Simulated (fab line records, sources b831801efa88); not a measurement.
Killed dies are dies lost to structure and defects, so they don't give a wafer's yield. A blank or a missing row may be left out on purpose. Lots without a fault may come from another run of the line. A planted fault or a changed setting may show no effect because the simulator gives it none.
Which tool did it? | flow gf180mcu | 12 lots, 36 wafers sampled, at 5 steps of a route of 602

WHAT THE GAUGES READ, wafer by wafer
GF_M1_THK_MEAS_06: measures by xrf. Usual: M1_ALCU_THK 443 nm, standard deviation 5.
lot  | measured     | on            | M1_ALCU_THK (nm) | flag
L596 | day 16 00:14 | film_metro-03 | 444 445 443      |
L598 | day 16 17:53 | film_metro-03 | 446 450 444      |
L601 | day 18 04:37 | film_metro-03 | 444 450 447      |
L602 | day 18 11:08 | film_metro-04 | 440 435 443      |
L603 | day 18 20:52 | film_metro-01 | 448 448 445      |
L604 | day 19 17:59 | film_metro-04 | 437 446 444      |
L605 | day 20 01:07 | film_metro-01 | 448 448 449      |
L606 | day 20 01:35 | film_metro-03 | 443 446 442      |
L609 | day 21 09:26 | film_metro-04 | 437 439 436      |
L610 | day 21 18:43 | film_metro-04 | 447 450 445      |
L612 | day 22 06:05 | film_metro-01 | 440 447 441      |
L613 | day 22 15:22 | film_metro-01 | 454 451 458      |

GF_M1_CD_MEAS_14: target cd 230 nm. Usual: cd_nm 229.5 nm, standard deviation 1.3.
lot  | measured     | on        | cd_nm (nm)        | flag
L596 | day 16 22:13 | cd_sem-01 | 228.9 228.3 227.4 |
L598 | day 17 16:20 | cd_sem-02 | 231.3 230.3 230.5 |
L601 | day 19 04:14 | cd_sem-02 | 229.0 229.2 230.5 |
L602 | day 19 10:41 | cd_sem-02 | 232.3 232.1 231.8 |
L603 | day 19 20:52 | cd_sem-02 | 229.7 228.7 229.3 |
L604 | day 20 17:55 | cd_sem-02 | 228.7 227.6 228.7 |
L605 | day 21 00:29 | cd_sem-01 | 228.4 230.2 229.2 |
L606 | day 21 01:08 | cd_sem-02 | 229.5 229.3 227.6 |
L609 | day 22 09:26 | cd_sem-02 | 228.9 228.0 229.5 |
L610 | day 22 17:58 | cd_sem-02 | 229.4 230.0 229.4 |
L612 | day 23 04:29 | cd_sem-01 | 228.6 229.3 228.9 |
L613 | day 23 13:41 | cd_sem-02 | 228.0 227.8 228.6 |

GF_V1_THK_MEAS_01. Usual: V1_CVD_00_THK 602 nm, standard deviation 7.
lot  | measured     | on            | V1_CVD_00_THK (nm)      | flag
L596 | day 16 23:04 | film_metro-03 | 615 603 609             |
L598 | day 17 17:12 | film_metro-01 | 609 609 604             |
L601 | day 19 05:05 | film_metro-03 | 604 603 606             |
L602 | day 19 11:33 | film_metro-03 | 604 612 609             |
L603 | day 19 21:44 | film_metro-03 | 602 610 589             |
L604 | day 20 18:47 | film_metro-02 | 598 588 590             |
L605 | day 21 01:22 | film_metro-02 | 608 607 608             |
L606 | day 21 02:01 | film_metro-03 | 602 602 604             |
L609 | day 22 10:21 | film_metro-01 | 600 596 598             |
L610 | day 22 18:55 | film_metro-01 | 605 605 617             |
L612 | day 23 05:44 | film_metro-01 | 715 720 724 715 720 725 | OFF
L613 | day 23 14:32 | film_metro-01 | 717 712 717 717 712 716 | OFF

WHICH TOOL RAN EACH LOT (tool, then ch and the chambers of the sampled wafers, then the start)
lot  | GF_M1_SPUTTER_02             | GF_V1_CVD_00
L596 | pvd_sputter-02, day 16 00:01 | hdpcvd-02 ch 0,2, day 16 22:59
L598 | pvd_sputter-02, day 16 17:40 | hdpcvd-02 ch 0,1,2, day 17 17:08
L601 | pvd_sputter-02, day 18 04:22 | hdpcvd-02 ch 0,1,2, day 19 05:01
L602 | pvd_sputter-03, day 18 10:55 | hdpcvd-02 ch 0,1,2, day 19 11:28
L603 | pvd_sputter-04, day 18 20:40 | hdpcvd-02 ch 0,1,2, day 19 21:40
L604 | pvd_sputter-02, day 19 17:46 | hdpcvd-01 ch 0,2, day 20 18:42
L605 | pvd_sputter-04, day 20 00:54 | hdpcvd-02 ch 0,1, day 21 01:17
L606 | pvd_sputter-02, day 20 01:22 | hdpcvd-01 ch 0,1, day 21 01:56
L609 | pvd_sputter-03, day 21 09:13 | hdpcvd-02 ch 0,1,2, day 22 10:16
L610 | pvd_sputter-02, day 21 18:29 | hdpcvd-01 ch 0,2, day 22 18:46
L612 | pvd_sputter-03, day 22 05:51 | hdpcvd-02 ch 0,2, day 23 05:38
L613 | pvd_sputter-02, day 22 15:08 | hdpcvd-02 ch 0,1,2, day 23 14:26
- GF_M1_SPUTTER_02: material AlCu, target thk 450 nm, time 23.9 s.
- GF_V1_CVD_00: deposits SiO2, target thk 600 nm, time 100 s.

WHAT THE TOOLS THEMSELVES READ (means of the sampled wafers that have a number; where no wafer has one, the mark that the record gives instead)
GF_M1_SPUTTER_02. Usual: cathode_dc_power_W 10600 W, standard deviation 2; throttle_valve_pct 29.9 %, standard deviation 1.
lot  | tool           | cathode_dc_power_W (W) | throttle_valve_pct (%) | flag
L596 | pvd_sputter-02 | 10601                  | 30.5                   |
L598 | pvd_sputter-02 | 10600                  | 30.1                   |
L601 | pvd_sputter-02 | 10600                  | 30.6                   |
L602 | pvd_sputter-03 | 10600                  | 29.3                   |
L603 | pvd_sputter-04 | 10600                  | 30.3                   |
L604 | pvd_sputter-02 | 10599                  | 30.3                   |
L605 | pvd_sputter-04 | 10602                  | 29.3                   |
L606 | pvd_sputter-02 | 10600                  | 29.6                   |
L609 | pvd_sputter-03 | 10600                  | 28.6                   |
L610 | pvd_sputter-02 | 10600                  | 30.1                   |
L612 | pvd_sputter-03 | 10599                  | 29.2                   |
L613 | pvd_sputter-02 | 10602                  | 30.0                   |

GF_V1_CVD_00. Usual: sih4_flow_sccm 59.99 sccm, standard deviation 0.17.
lot  | tool      | sih4_flow_sccm (sccm) | flag
L596 | hdpcvd-02 | 59.93                 |
L598 | hdpcvd-02 | 60.02                 |
L601 | hdpcvd-02 | 59.96                 |
L602 | hdpcvd-02 | 60.04                 |
L603 | hdpcvd-02 | 60.02                 |
L604 | hdpcvd-01 | 59.95                 |
L605 | hdpcvd-02 | 59.97                 |
L606 | hdpcvd-01 | 59.87                 |
L609 | hdpcvd-02 | 59.93                 |
L610 | hdpcvd-01 | 59.97                 |
L612 | hdpcvd-02 | 72.08                 | OFF
L613 | hdpcvd-02 | 72.13                 | OFF

THE ANSWER, worked out from the rows above alone
Rule: a lot is off if the mean of its wafers that have a number lies more than 3 standard deviations from the usual mean. A lot without any number at a reading at which 4 lots or more have one is off too. The other lots that the step has rows for count as sound. The gauges are gone through in route order, then the tools' own readings, and for those a lot's mean is taken as printed above. The first step at which some lot is off is used, and at that step the reading that is off furthest; a lot without a number counts as furthest.
Off: L612, L613, at GF_V1_THK_MEAS_01 (V1_CVD_00_THK).
A tool fits if, at a process step before that reading, it ran every lot that is off, and no sound lot after the first of them. The gauges at GF_V1_THK_MEAS_01 aren't tried: what is off there is off at GF_V1_CVD_00 too, on other tools, and a gauge's error can't cause that. One fits: hdpcvd-02 at GF_V1_CVD_00. Its last sound lot is L609 (day 22 10:16), its first lot that is off L612 (day 23 05:38): a fault that began between those two fits.
The tool's own readings at GF_V1_CVD_00 bear it out: on the lots that are off they differ by more than 5 times the standard deviation of the sound lots' means. sih4_flow_sccm reads 72.10 sccm there against 59.97 sccm on the sound lots.

WHAT THE SIMULATOR HAD PUT IN
Process parameter drift: hdpcvd-02, from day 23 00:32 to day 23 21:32, at GF_V1_CVD_00. Setting sih4_flow_sccm, moved by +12, from 60. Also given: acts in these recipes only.
Lots struck among those shown: L612, L613. The rule above found the same.
